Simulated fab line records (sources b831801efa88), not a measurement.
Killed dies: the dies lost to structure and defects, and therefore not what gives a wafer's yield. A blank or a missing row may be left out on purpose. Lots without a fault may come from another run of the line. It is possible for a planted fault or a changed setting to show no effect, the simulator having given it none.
Which tool was responsible?    flow sfqLine    18 wafers from 6 lots sampled at 4 of the route's 325 steps

## WHAT THE GAUGES READ, wafer by wafer
SFQ_I4_OVL_MEAS_928.
lot   measured      on          I4_OVL (nm)
L147  day 55 06:37  overlay-02  -2 5 8
L155  day 59 00:41  overlay-01  -10 -9 -12
L162  day 60 09:04  overlay-02  1 -2 -2
L165  day 60 14:03  overlay-02  -9 -5 -3
L167  day 61 22:11  overlay-01  4 -6 2
L169  day 62 06:11  overlay-01  -10 -8 -8

## EACH LOT AND THE TOOL THAT RAN IT (in order: tool; ch and the chambers of the sampled wafers; start)
lot   SFQ_TRILAYER_I3_CMP_CMP_082    SFQ_TRILAYER_I3_METRO_MEASURE_083  SFQ_TRILAYER_I3_VIA_ETCH_VIA_ETCH_088
L147  cmp-02 ch 1,2,3, day 43 11:22  filmMetro-03, day 43 13:59         rieDiel-03 ch 1,2, day 43 17:35
L155  cmp-02 ch 0,1,2, day 47 03:18  filmMetro-01, day 47 05:49         rieDiel-02 ch 2,3, day 52 19:54
L162  cmp-01 ch 1,2,3, day 49 07:36  filmMetro-02, day 49 10:13         rieDiel-03 ch 1,2,3, day 54 15:06
L165  cmp-01 ch 1,2,3, day 50 10:38  filmMetro-03, day 50 13:15         rieDiel-04 ch 0,1,2, day 55 13:54
L167  cmp-01 ch 1,2,3, day 51 01:38  filmMetro-03, day 51 04:15         rieDiel-03 ch 0,3, day 56 05:30
L169  cmp-02 ch 0,2,3, day 51 09:48  filmMetro-02, day 51 11:37         rieDiel-02 ch 0,1,3, day 56 15:02
- SFQ_TRILAYER_I3_CMP_CMP_082: polishes SiO2.
- SFQ_TRILAYER_I3_METRO_MEASURE_083
- SFQ_TRILAYER_I3_VIA_ETCH_VIA_ETCH_088: etches SiO2 in CHF3, stops on Nb, target depth 260 nm.

## THE ANSWER, worked out from the rows above alone
Rule: usual is defined by the lots themselves. The widest of any qualifying gaps counts: lots, ordered by their means at a reading, are off when they make up no more than a third of the lots, leave a main group of 4 or more, and stand apart from it by 3 or more times the standard deviation of that group's means. A main group is skipped when, at the precision printed for the reading in the tables above, its means are all equal. A lot without any number at a reading at which 4 lots or more have one is off too. Any other lot the step has rows for is counted as sound.
No lot is off on any of the readings shown, so nothing can be concluded from this.

## WHAT WAS PUT IN BY THE SIMULATOR
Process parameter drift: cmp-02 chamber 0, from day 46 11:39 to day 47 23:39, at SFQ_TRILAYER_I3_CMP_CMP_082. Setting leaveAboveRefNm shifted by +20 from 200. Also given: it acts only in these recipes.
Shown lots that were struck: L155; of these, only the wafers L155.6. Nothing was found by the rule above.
